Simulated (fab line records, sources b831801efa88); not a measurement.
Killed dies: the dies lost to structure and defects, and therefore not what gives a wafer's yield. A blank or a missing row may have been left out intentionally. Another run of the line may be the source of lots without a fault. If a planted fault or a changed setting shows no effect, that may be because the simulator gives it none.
Lot-split experiment -- flow sfq_line -- 5 lots, 23 wafers read, on a route of 325 steps

== THE SPLIT ==
At SFQ_TRILAYER_JJ_TRILAYER_DEP_SPUTTER_112 (material Nb, target thk 170 nm, time 113.3 s), the setting power_w was moved away from the recipe's 2000 W on 5 of the 23 wafers read, by +7.1% to +9.5%. For the rest of the wafers, this setting stayed at what the recipe calls for.

The file shows no step between the split and the reading.

== THE READING ==
Measured at SFQ_JJ_RS_MEAS_929 by four-point probe: JJ_NB_RS, in ohm/sq. Fault-free wafers of this fab line usually give 1.044 ohm/sq, standard deviation 0.012 ohm/sq.

wafer,"tool, chamber at the split","power_w as run, W",against the recipe,"JJ_NB_RS, ohm/sq",against lot-mates on the recipe
L074.2,"pvd_sputter-06, -",2000,recipe,1.041,-
L074.3,"pvd_sputter-06, -",2000,recipe,1.051,-
L074.5,"pvd_sputter-06, -",2000,recipe,1.042,-
L076.1,"pvd_sputter-05, -",2000,recipe,1.020,-
L076.2,"pvd_sputter-05, -",2000,recipe,1.019,-
L076.3,"pvd_sputter-05, -",2000,recipe,1.033,-
L076.4,"pvd_sputter-05, -",2000,recipe,1.015,-
L076.6,"pvd_sputter-05, -",2000,recipe,1.022,-
L080.1,"pvd_sputter-03, -",2000,recipe,1.031,-
L080.2,"pvd_sputter-03, -",2000,recipe,1.021,-
L080.3,"pvd_sputter-03, -",2000,recipe,1.037,-
L080.4,"pvd_sputter-03, -",2000,recipe,1.029,-
L080.5,"pvd_sputter-03, -",2000,recipe,1.027,-
L083.1,"pvd_sputter-06, -",2191,+9.5%,0.956,-0.083
L083.2,"pvd_sputter-06, -",2191,+9.5%,0.952,-0.087
L083.3,"pvd_sputter-06, -",2000,recipe,1.042,-
L083.5,"pvd_sputter-06, -",2000,recipe,1.034,-
L083.6,"pvd_sputter-06, -",2000,recipe,1.041,-
L084.2,"pvd_sputter-05, -",2142,+7.1%,0.971,-0.065
L084.3,"pvd_sputter-05, -",2142,+7.1%,0.962,-0.074
L084.4,"pvd_sputter-05, -",2000,recipe,1.043,-
L084.5,"pvd_sputter-05, -",2000,recipe,1.029,-
L084.6,"pvd_sputter-05, -",2142,+7.1%,0.975,-0.061

FIT RESULTS
A straight line over all 23 wafers: JJ_NB_RS changes by -0.00846 ohm/sq for each +1% of power_w; r = -0.95; the points scatter about the line by 0.0094 ohm/sq.
The same after taking each lot's own level away (the mean of its wafers on the recipe; 23 wafers): -0.00911 ohm/sq for each +1%; r = -0.99; scatter 0.0055 ohm/sq.
The reading moves by 0.087 ohm/sq for the largest change in power_w, on that fit.
Measured against the standard deviation above, the lots' own levels, which go from 1.0218 to 1.0447 ohm/sq, span 1.9 times it.
The two slopes agree, so the slope changes little with the lot-to-lot level.
Check: -0.0887 ohm/sq against its lot-mates is what the line predicts for one of the wafers moved furthest among these (+9.5%) when that wafer is left out of the fit. Against them it came out at -0.083 ohm/sq.

== ADDITIONAL SPLITS CARRIED BY THESE WAFERS ==
Note: prior to the reading, these wafers also went through further splits. Each is held against what the fit with the lots' levels taken away leaves over:
other split on the same wafers,wafers away from the commonest value,r with JJ_NB_RS (lot level and that fit taken away)
SFQ_TRILAYER_I4_VIA_LITHO_PEB_106 peb_time_s,7,-0.07
SFQ_TRILAYER_JJ_TRILAYER_DEP_SPUTTER_110 power_w,8,+0.09

== THE WHOLE CHAIN: every reading that the file lists as answering this split, in the file's order ==
step,what it does,reading,change (the file's fit),r (the file's)
SFQ_TRILAYER_JJ_TRILAYER_DEP_SPUTTER_112,"material Nb, target thk 170 nm, time 113.3 s","Nb_of_TRILAYER_JJ_TRILAYER_DEP_SPUTTER_112.thk_nm (the simulator's own value, which no gauge read)",+1.62 nm for each +1% of the setting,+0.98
SFQ_JJ_RS_MEAS_929,measures by four-point-probe,JJ_NB_RS,-0.00905 for each +1% of the setting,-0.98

== THE FILE'S OWN FIT ==
JJ_NB_RS changes by -0.00905 ohm/sq for each +1% of power_w, r = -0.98.
